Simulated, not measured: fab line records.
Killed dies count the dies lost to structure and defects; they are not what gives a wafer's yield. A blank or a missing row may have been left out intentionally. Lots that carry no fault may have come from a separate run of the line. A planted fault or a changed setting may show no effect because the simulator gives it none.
A lot that was struck, set against a sound lot	flow sky130	26 steps out of a route of 708
Sound: these wafers, L246.1, L246.2, L246.4. Struck: wafer L232.5 (left out: L232.6, a lot-mate that was not struck); the cause follows at the end.
Order at every step that has rows: each side's tool, ch and its chambers, its first start. Under that, the readings that differ: sound wafers	struck wafers	difference of the means	sigmas: that difference in standard deviations of wafers without a fault.
alike: readings with means less than 2 such deviations apart, plus words and numbers identical on both sides. not compared: withheld readings, readings lacking a value on some wafer, bounds such as >300 that could conceal the same value, and numbers that have no deviation in the record and whose values overlap.
The two part at a step that has a row with sigmas, a row that says differs or no value, or rows on one side only. Numbers that have no deviation but don't overlap get no sigmas and don't part them. A reading that every wafer of one side lacks parts them only if that side has two wafers or more.

first, 9 steps without rows for these wafers: SKY_LI_CONTACT_ETCH_14 (etches BARC in N2/H2, stops on SiO2, time 45.9 s, target depth 60 nm); SKY_LI_CONTACT_ETCH_15 (etches PSG in C4F8/O2/Ar, stops on Si, target depth 600 nm); SKY_LI_CONTACT_STRIP_16 (strips in O2/N2); SKY_LI_CONTACT_CLEAN_17 (cleans in NMP, time 600 s); SKY_LI_CONTACT_PRE_CLEAN_18 (time 5.6 s); SKY_LI_CONTACT_SPUTTER_19 (material Ti, target thk 20 nm, time 106.37 s); SKY_LI_CONTACT_SPUTTER_20 (material TiN, target thk 20 nm, time 80 s); SKY_LI_CONTACT_CVD_21 (deposits W, target thk 400 nm, time 120.56 s); SKY_LI_CONTACT_CMP_24 (polishes, stops on PSG, t overpolish 20 s, target thk 0 nm).
SKY_LOCAL_INTERCONNECT_SPUTTER_00: material TiN, target thk 100 nm, time 83.3 s.
  struck on pvd-sputter-02, day 30 12:47; sound on pvd-sputter-04, day 35 02:10
reading	sound	struck	difference	sigmas
model.TiN_of_LOCAL_INTERCONNECT_SPUTTER_00.thk-nm (nm)	100.7 101.8 100.7	107.2	+6.1	
  alike: susceptor-temp-C, throttle-valve-pct
SKY_LOCAL_INTERCONNECT_RS_MEAS_01: a four-point-probe measurement.
  struck on film-metro-03, day 30 12:54; sound on film-metro-02, day 35 02:13
reading	sound	struck	difference	sigmas
LOCAL_INTERCONNECT_TIN_RS (ohm/sq)	14.05 13.88 14.05	13.17	-0.82	-6
SKY_LOCAL_INTERCONNECT_THK_MEAS_02: measures by xrf.
  struck on film-metro-03, day 30 12:59; sound on film-metro-02, day 35 02:20
reading	sound	struck	difference	sigmas
LOCAL_INTERCONNECT_TIN_THK (nm)	100.8 101.4 100.8	107.9	+6.9	+7
then, 9 steps without rows for these wafers: SKY_LOCAL_INTERCONNECT_DEHYDRATE_03 (time 60 s); SKY_LOCAL_INTERCONNECT_HMDS_04 (prime time 60 s); SKY_LOCAL_INTERCONNECT_COAT_05 (resist thk 60 nm); SKY_LOCAL_INTERCONNECT_COAT_06 (resist thk 450 nm); SKY_LOCAL_INTERCONNECT_SOFTBAKE_07 (time 90 s); SKY_LOCAL_INTERCONNECT_EXPOSE_08 (exposes mask LI1M, target cd 170 nm); SKY_LOCAL_INTERCONNECT_PEB_09; SKY_LOCAL_INTERCONNECT_DEVELOP_10 (develop time 60 s); SKY_LOCAL_INTERCONNECT_ETCH_13 (etches BARC in N2/H2, stops on SiO2, time 45.9 s, target depth 60 nm).
SKY_LOCAL_INTERCONNECT_METAL_ETCH_14: etches TiN in Cl2/BCl3, stops on PSG, target depth 110 nm, time 31.4 s.
  sound on rie-metal-03 ch 0,1, day 36 05:04; struck on rie-metal-04 ch 1, day 31 17:19
reading	sound	struck	difference	sigmas
drypump-motor-current-A (A)	6.1 5.7 6.2	6.7	+0.7	+2
oes-product-au (a.u.)	0.958 0.957 0.947	0.984	+0.030	+4
  alike: throttle-valve-pct
  not compared: rf-hours-counter-h
then, 1 step without rows for these wafers: SKY_LOCAL_INTERCONNECT_STRIP_15 (strips in O2/N2).
SKY_LOCAL_INTERCONNECT_STRIP_16: strips in post etch residue remover, time 1200 s.
  sound on wet-bench-04 ch 2, day 36 05:13; struck on wet-bench-04 ch 2, day 31 17:25
reading	sound	struck	difference	sigmas
model.TiN_of_LOCAL_INTERCONNECT_SPUTTER_00.thk-nm (nm)	100.3 101.4 100.2	106.8	+6.2	
  alike: bath-guard-temp-C
then, 1 step without rows for these wafers: SKY_LOCAL_INTERCONNECT_CLEAN_17 (cleans in IPA, time 180 s).
-- record jumps: 15 days separate the struck wafers' starts on either side; left off in module LOCAL_INTERCONNECT, taken up again in module PAD_OPEN, whose first shown step is the route's number 708 --
SKY_PAD_OPEN_PROBE_99:
  struck on prober-01, day 46 18:37; sound on prober-01, day 49 23:04
reading	sound	struck	difference	sigmas
model.etest.res-li.line-ohm-um	74.3 74.69 74.14	69.37	-5.01	
model.etest.res-li.rs-ohm-sq	12.71 12.65 12.75	11.89	-0.81	
  alike: killed_at_M0_to_M3, killed_at_M4_up, killed-at-contacts, killed-at-front-end, killed-at-other, killed-dies, killed-open, killed-short

## WHERE THEY PART
Last at SKY_LOCAL_INTERCONNECT_METAL_ETCH_14 as far as this record goes, first at SKY_LOCAL_INTERCONNECT_RS_MEAS_01. Later steps at which nothing parts them and some readings are alike: SKY_LOCAL_INTERCONNECT_STRIP_16, SKY_PAD_OPEN_PROBE_99.

WHY: what had been put in by the simulator
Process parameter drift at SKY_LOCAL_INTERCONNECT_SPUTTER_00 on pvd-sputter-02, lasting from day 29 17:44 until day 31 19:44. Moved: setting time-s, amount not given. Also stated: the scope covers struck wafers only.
